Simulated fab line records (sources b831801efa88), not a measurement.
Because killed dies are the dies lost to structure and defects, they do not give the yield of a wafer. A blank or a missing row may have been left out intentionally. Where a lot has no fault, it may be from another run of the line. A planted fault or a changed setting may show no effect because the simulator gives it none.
Which of the tools did it? / flow sky130 / 11 lots, 33 wafers sampled, at 5 steps of a route of 708

## WHAT THE GAUGES SHOWED, per wafer
SKY_VIA4_BOW_MEAS_03.
lot=L145; measured=day 41 23:09; on=film_metro-03; VIA4_BOW (um)=75 73 61
lot=L146; measured=day 43 12:01; on=film_metro-03; VIA4_BOW (um)=91 76 84
lot=L147; measured=day 43 13:01; on=film_metro-03; VIA4_BOW (um)=88 76 81
lot=L150; measured=day 43 19:28; on=film_metro-04; VIA4_BOW (um)=72 66 67
lot=L151; measured=day 44 05:40; on=film_metro-04; VIA4_BOW (um)=88 78 83
lot=L154; measured=day 44 09:52; on=film_metro-03; VIA4_BOW (um)=79 79 77
lot=L155; measured=day 44 20:41; on=film_metro-04; VIA4_BOW (um)=85 75 75
lot=L156; measured=day 44 22:25; on=film_metro-04; VIA4_BOW (um)=85 88 84
lot=L157; measured=day 45 07:38; on=film_metro-03; VIA4_BOW (um)=82 77 75
lot=L166; measured=day 47 15:30; on=film_metro-01; VIA4_BOW (um)=93 97 104
lot=L167; measured=day 47 18:04; on=film_metro-04; VIA4_BOW (um)=76 67 80

SKY_PASSIVATION_THK_MEAS_03.
lot=L145; measured=day 43 23:34; on=film_metro-03; PASSIVATION_CVD_02_THK (nm)=546 553 559
lot=L146; measured=day 45 12:03; on=film_metro-02; PASSIVATION_CVD_02_THK (nm)=533 545 551
lot=L147; measured=day 45 12:01; on=film_metro-04; PASSIVATION_CVD_02_THK (nm)=542 562 550
lot=L150; measured=day 45 19:02; on=film_metro-04; PASSIVATION_CVD_02_THK (nm)=543 552 554
lot=L151; measured=day 46 03:31; on=film_metro-03; PASSIVATION_CVD_02_THK (nm)=535 536 542
lot=L154; measured=day 46 06:19; on=film_metro-04; PASSIVATION_CVD_02_THK (nm)=531 546 536
lot=L155; measured=day 46 17:23; on=film_metro-04; PASSIVATION_CVD_02_THK (nm)=529 549 550
lot=L156; measured=day 46 19:07; on=film_metro-03; PASSIVATION_CVD_02_THK (nm)=529 544 551
lot=L157; measured=day 47 03:08; on=film_metro-03; PASSIVATION_CVD_02_THK (nm)=540 534 553
lot=L166; measured=day 49 06:49; on=film_metro-04; PASSIVATION_CVD_02_THK (nm)=600 598 611
lot=L167; measured=day 49 09:37; on=film_metro-03; PASSIVATION_CVD_02_THK (nm)=592 596 610

## TOOL THAT RAN EACH LOT (tool first, then ch and the chambers of the sampled wafers, then the start)
lot=L145; SKY_METAL4_DESCUM_15=rie_metal-01 ch 0,1, day 41 21:36; SKY_METAL5_STRIP_16=plasma_asher-03 ch 0,1, day 43 22:37; SKY_PASSIVATION_CVD_02=pecvd-02 ch 1,2, day 43 23:21
lot=L146; SKY_METAL4_DESCUM_15=rie_metal-03 ch 0,1, day 43 10:33; SKY_METAL5_STRIP_16=plasma_asher-04 ch 0,1, day 45 11:05; SKY_PASSIVATION_CVD_02=pecvd-04 ch 0,1,2, day 45 11:49
lot=L147; SKY_METAL4_DESCUM_15=rie_metal-03 ch 1, day 43 11:33; SKY_METAL5_STRIP_16=plasma_asher-01 ch 0,1, day 45 11:07; SKY_PASSIVATION_CVD_02=pecvd-02 ch 0,1,2, day 45 11:47
lot=L150; SKY_METAL4_DESCUM_15=rie_metal-02 ch 0,1, day 43 17:59; SKY_METAL5_STRIP_16=plasma_asher-03 ch 0,1, day 45 18:02; SKY_PASSIVATION_CVD_02=pecvd-02 ch 0,2, day 45 18:49
lot=L151; SKY_METAL4_DESCUM_15=rie_metal-01 ch 0,1, day 44 04:10; SKY_METAL5_STRIP_16=plasma_asher-03 ch 0,1, day 46 02:07; SKY_PASSIVATION_CVD_02=pecvd-01 ch 0,1,2, day 46 03:16
lot=L154; SKY_METAL4_DESCUM_15=rie_metal-03 ch 0,1, day 44 08:21; SKY_METAL5_STRIP_16=plasma_asher-01 ch 0,1, day 46 05:25; SKY_PASSIVATION_CVD_02=pecvd-01 ch 0,1,2, day 46 06:05
lot=L155; SKY_METAL4_DESCUM_15=rie_metal-02 ch 0,1, day 44 18:32; SKY_METAL5_STRIP_16=plasma_asher-03 ch 0,1, day 46 16:06; SKY_PASSIVATION_CVD_02=pecvd-01 ch 0,1,2, day 46 17:08
lot=L156; SKY_METAL4_DESCUM_15=rie_metal-03 ch 0,1, day 44 20:36; SKY_METAL5_STRIP_16=plasma_asher-01 ch 0,1, day 46 18:10; SKY_PASSIVATION_CVD_02=pecvd-04 ch 0,2, day 46 18:53
lot=L157; SKY_METAL4_DESCUM_15=rie_metal-03 ch 1, day 45 06:09; SKY_METAL5_STRIP_16=plasma_asher-03 ch 0,1, day 47 01:53; SKY_PASSIVATION_CVD_02=pecvd-01 ch 0,2, day 47 02:55
lot=L166; SKY_METAL4_DESCUM_15=rie_metal-01 ch 0,1, day 47 14:01; SKY_METAL5_STRIP_16=plasma_asher-03 ch 0,1, day 49 05:29; SKY_PASSIVATION_CVD_02=pecvd-04 ch 0,2, day 49 06:34
lot=L167; SKY_METAL4_DESCUM_15=rie_metal-03 ch 0,1, day 47 16:36; SKY_METAL5_STRIP_16=plasma_asher-01 ch 0,1, day 49 08:38; SKY_PASSIVATION_CVD_02=pecvd-04 ch 0,1,2, day 49 09:24
- SKY_METAL4_DESCUM_15: chemistry O2, time 8 s.
- SKY_METAL5_STRIP_16: strips in O2/N2.
- SKY_PASSIVATION_CVD_02: deposits Si3N4, target thk 540 nm.

## WHAT THE TOOLS THEMSELVES READ (means of the sampled wafers that have a number; where no wafer has one, the mark that the record gives instead)
SKY_METAL4_DESCUM_15.
lot=L145; tool=rie_metal-01; drypump_motor_current_A (A)=5.53; he_backside_leak_sccm (sccm)=3.23; oes_product_au (a.u.)=1.014
lot=L146; tool=rie_metal-03; drypump_motor_current_A (A)=5.38; he_backside_leak_sccm (sccm)=3.47; oes_product_au (a.u.)=1.004
lot=L147; tool=rie_metal-03; drypump_motor_current_A (A)=5.33; he_backside_leak_sccm (sccm)=3.62; oes_product_au (a.u.)=0.999
lot=L150; tool=rie_metal-02; drypump_motor_current_A (A)=5.60; he_backside_leak_sccm (sccm)=3.33; oes_product_au (a.u.)=0.984
lot=L151; tool=rie_metal-01; drypump_motor_current_A (A)=5.28; he_backside_leak_sccm (sccm)=3.14; oes_product_au (a.u.)=1.002
lot=L154; tool=rie_metal-03; drypump_motor_current_A (A)=5.38; he_backside_leak_sccm (sccm)=3.40; oes_product_au (a.u.)=1.002
lot=L155; tool=rie_metal-02; drypump_motor_current_A (A)=5.51; he_backside_leak_sccm (sccm)=3.49; oes_product_au (a.u.)=0.992
lot=L156; tool=rie_metal-03; drypump_motor_current_A (A)=5.37; he_backside_leak_sccm (sccm)=3.38; oes_product_au (a.u.)=0.997
lot=L157; tool=rie_metal-03; drypump_motor_current_A (A)=5.35; he_backside_leak_sccm (sccm)=3.65; oes_product_au (a.u.)=0.992
lot=L166; tool=rie_metal-01; drypump_motor_current_A (A)=5.53; he_backside_leak_sccm (sccm)=3.05; oes_product_au (a.u.)=1.012
lot=L167; tool=rie_metal-03; drypump_motor_current_A (A)=5.42; he_backside_leak_sccm (sccm)=3.21; oes_product_au (a.u.)=0.996

SKY_METAL5_STRIP_16.
lot=L145; tool=plasma_asher-03; drypump_motor_current_A (A)=6.1; oes_product_au (a.u.)=0.712; strip_time_to_endpoint_s (s)=12.98
lot=L146; tool=plasma_asher-04; drypump_motor_current_A (A)=6.0; oes_product_au (a.u.)=0.710; strip_time_to_endpoint_s (s)=13.02
lot=L147; tool=plasma_asher-01; drypump_motor_current_A (A)=5.7; oes_product_au (a.u.)=0.709; strip_time_to_endpoint_s (s)=13.05
lot=L150; tool=plasma_asher-03; drypump_motor_current_A (A)=6.1; oes_product_au (a.u.)=0.712; strip_time_to_endpoint_s (s)=13.28
lot=L151; tool=plasma_asher-03; drypump_motor_current_A (A)=6.3; oes_product_au (a.u.)=0.712; strip_time_to_endpoint_s (s)=13.07
lot=L154; tool=plasma_asher-01; drypump_motor_current_A (A)=5.4; oes_product_au (a.u.)=0.712; strip_time_to_endpoint_s (s)=13.08
lot=L155; tool=plasma_asher-03; drypump_motor_current_A (A)=6.3; oes_product_au (a.u.)=0.713; strip_time_to_endpoint_s (s)=12.96
lot=L156; tool=plasma_asher-01; drypump_motor_current_A (A)=5.4; oes_product_au (a.u.)=0.709; strip_time_to_endpoint_s (s)=13.03
lot=L157; tool=plasma_asher-03; drypump_motor_current_A (A)=6.1; oes_product_au (a.u.)=0.714; strip_time_to_endpoint_s (s)=12.96
lot=L166; tool=plasma_asher-03; drypump_motor_current_A (A)=6.3; oes_product_au (a.u.)=0.714; strip_time_to_endpoint_s (s)=13.13
lot=L167; tool=plasma_asher-01; drypump_motor_current_A (A)=5.4; oes_product_au (a.u.)=0.708; strip_time_to_endpoint_s (s)=12.96

SKY_PASSIVATION_CVD_02.
lot=L145; tool=pecvd-02; heater_power_w (W)=777; rf_fwd_power_W (W)=448.5
lot=L146; tool=pecvd-04; heater_power_w (W)=681; rf_fwd_power_W (W)=447.9
lot=L147; tool=pecvd-02; heater_power_w (W)=745; rf_fwd_power_W (W)=449.0
lot=L150; tool=pecvd-02; heater_power_w (W)=726; rf_fwd_power_W (W)=446.9
lot=L151; tool=pecvd-01; heater_power_w (W)=748; rf_fwd_power_W (W)=449.3
lot=L154; tool=pecvd-01; heater_power_w (W)=706; rf_fwd_power_W (W)=448.7
lot=L155; tool=pecvd-01; heater_power_w (W)=767; rf_fwd_power_W (W)=448.3
lot=L156; tool=pecvd-04; heater_power_w (W)=698; rf_fwd_power_W (W)=448.2
lot=L157; tool=pecvd-01; heater_power_w (W)=764; rf_fwd_power_W (W)=449.4
lot=L166; tool=pecvd-04; heater_power_w (W)=682; rf_fwd_power_W (W)=627.6
lot=L167; tool=pecvd-04; heater_power_w (W)=650; rf_fwd_power_W (W)=628.2

## THE ANSWER, worked out from the rows above alone
Rule: what is usual is taken from the lots themselves. The widest of any qualifying gaps counts: lots, ordered by their means at a reading, are off when they make up no more than a third of the lots, leave a main group of 4 or more, and stand apart from it by 3 or more times the standard deviation of that group's means. Not used: any main group whose means are identical at the precision the tables above print for the reading. A lot without any number at a reading at which 4 lots or more have one is off too. All remaining lots with rows at the step are treated as sound. Order of review: gauges by route order, followed by the tools' own readings, for which a lot's mean as printed above is used. The first step at which some lot is off is used, and at that step the reading that is off furthest; a lot without a number counts as furthest.
Off: at SKY_PASSIVATION_THK_MEAS_03 (PASSIVATION_CVD_02_THK), L166, L167. Mean 544 nm and standard deviation 5.3 in the main group.
A tool fits if, at a process step before that reading, it ran every lot that is off, and no sound lot after the first of them. The gauges at SKY_PASSIVATION_THK_MEAS_03 aren't tried: what is off there is off at SKY_PASSIVATION_CVD_02 too, on other tools, and a gauge's error can't cause that. One fits: SKY_PASSIVATION_CVD_02 on pecvd-04. A fault onset in the window from L156 (day 46 18:53, its last sound lot) to L166 (day 49 06:34, its first lot off) fits.
The tool's own readings at SKY_PASSIVATION_CVD_02 bear it out: on the lots that are off they differ by more than 5 times the standard deviation of the sound lots' means. rf_fwd_power_W reads 627.9 W there against 448.5 W on the sound lots.

## WHAT THE SIMULATOR HAD INSERTED
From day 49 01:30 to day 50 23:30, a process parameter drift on pecvd-04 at SKY_PASSIVATION_CVD_02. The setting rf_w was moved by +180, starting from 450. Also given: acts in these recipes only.
Struck lots among those shown: L166, L167. This agrees with what the rule above found.
